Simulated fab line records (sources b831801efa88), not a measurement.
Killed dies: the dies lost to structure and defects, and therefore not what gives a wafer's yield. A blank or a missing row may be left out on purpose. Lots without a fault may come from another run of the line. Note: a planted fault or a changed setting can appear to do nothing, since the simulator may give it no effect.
Matching of chambers / flow gf180mcu / 4 sister chambers for GF_STI_ETCH_14 on rie-si-01
The step etches Si in HBr/Cl2/O2, target depth 360 nm, time 102.9 s. 14 wafers are shown with their chamber, then 7 later ones without.

## WAFERS PAIRED WITH THEIR CHAMBERS
wafer=L835.1; chamber=3; drypump-motor-current-A (A)=5.6; oes-product-au (a.u.)=1.013; mfc-cl2-sccm (sccm)=39.76
wafer=L835.3; chamber=0; drypump-motor-current-A (A)=5.8; oes-product-au (a.u.)=1.011; mfc-cl2-sccm (sccm)=39.94
wafer=L835.4; chamber=1; drypump-motor-current-A (A)=4.9; oes-product-au (a.u.)=0.984; mfc-cl2-sccm (sccm)=40.10
wafer=L838.1; chamber=0; drypump-motor-current-A (A)=5.7; oes-product-au (a.u.)=1.024; mfc-cl2-sccm (sccm)=39.91
wafer=L838.2; chamber=3; drypump-motor-current-A (A)=5.6; oes-product-au (a.u.)=0.999; mfc-cl2-sccm (sccm)=39.94
wafer=L838.3; chamber=2; drypump-motor-current-A (A)=6.5; oes-product-au (a.u.)=1.007; mfc-cl2-sccm (sccm)=39.95
wafer=L839.2; chamber=3; drypump-motor-current-A (A)=5.6; oes-product-au (a.u.)=1.001; mfc-cl2-sccm (sccm)=39.87
wafer=L839.5; chamber=0; drypump-motor-current-A (A)=5.8; oes-product-au (a.u.)=1.023; mfc-cl2-sccm (sccm)=40.04
wafer=L839.6; chamber=3; drypump-motor-current-A (A)=5.6; oes-product-au (a.u.)=0.992; mfc-cl2-sccm (sccm)=39.89
wafer=L840.3; chamber=2; drypump-motor-current-A (A)=6.5; oes-product-au (a.u.)=1.008; mfc-cl2-sccm (sccm)=40.11
wafer=L840.5; chamber=0; drypump-motor-current-A (A)=5.8; oes-product-au (a.u.)=1.030; mfc-cl2-sccm (sccm)=39.97
wafer=L840.6; chamber=3; drypump-motor-current-A (A)=5.6; oes-product-au (a.u.)=0.997; mfc-cl2-sccm (sccm)=40.12
wafer=L841.2; chamber=3; drypump-motor-current-A (A)=5.6; oes-product-au (a.u.)=0.985; mfc-cl2-sccm (sccm)=39.89
wafer=L841.5; chamber=3; drypump-motor-current-A (A)=5.6; oes-product-au (a.u.)=0.990; mfc-cl2-sccm (sccm)=39.88

SIGNATURES, as means of the wafers listed above
reading=drypump-motor-current-A; chamber 0=5.775; chamber 1=4.900; chamber 2=6.500; chamber 3=5.600; scatter within a chamber=0.0274
reading=oes-product-au; chamber 0=1.02200; chamber 1=0.98400; chamber 2=1.00750; chamber 3=0.99671; scatter within a chamber=0.00827
reading=mfc-cl2-sccm; chamber 0=39.9650; chamber 1=40.1000; chamber 2=40.0300; chamber 3=39.9071; scatter within a chamber=0.0964
Rule: a wafer's distance from a chamber is the root of the sum, over the readings, of the square of ((its reading less the chamber's mean) divided by the reading's scatter). If the next closest chamber is less than 2 further off than the closest, the wafer can't be placed; otherwise it belongs to the closest. How the scatter is found: for the shown wafers, subtract from each reading the mean of its chamber, square and add these, divide the total by (wafers less chambers), then take the root.

## WAFERS WITHOUT THEIR CHAMBER
wafer=L841.6; drypump-motor-current-A (A)=5.8; oes-product-au (a.u.)=0.995; mfc-cl2-sccm (sccm)=40.05
wafer=L848.1; drypump-motor-current-A (A)=6.5; oes-product-au (a.u.)=0.994; mfc-cl2-sccm (sccm)=40.06
wafer=L848.5; drypump-motor-current-A (A)=4.9; oes-product-au (a.u.)=0.989; mfc-cl2-sccm (sccm)=39.82
wafer=L848.6; drypump-motor-current-A (A)=6.5; oes-product-au (a.u.)=0.985; mfc-cl2-sccm (sccm)=40.00
wafer=L849.2; drypump-motor-current-A (A)=6.5; oes-product-au (a.u.)=1.005; mfc-cl2-sccm (sccm)=39.99
wafer=L849.3; drypump-motor-current-A (A)=5.8; oes-product-au (a.u.)=1.000; mfc-cl2-sccm (sccm)=40.22
wafer=L849.4; drypump-motor-current-A (A)=5.6; oes-product-au (a.u.)=0.996; mfc-cl2-sccm (sccm)=40.02

## EACH ONE'S CHAMBER
wafer=L841.6; from the rows above=0; in truth=0
wafer=L848.1; from the rows above=2; in truth=2
wafer=L848.5; from the rows above=1; in truth=1
wafer=L848.6; from the rows above=2; in truth=2
wafer=L849.2; from the rows above=2; in truth=2
wafer=L849.3; from the rows above=0; in truth=0
wafer=L849.4; from the rows above=3; in truth=3
Placed correctly: 7 of 7. From these rows, 0 cannot be placed. Number placed wrongly: 0.
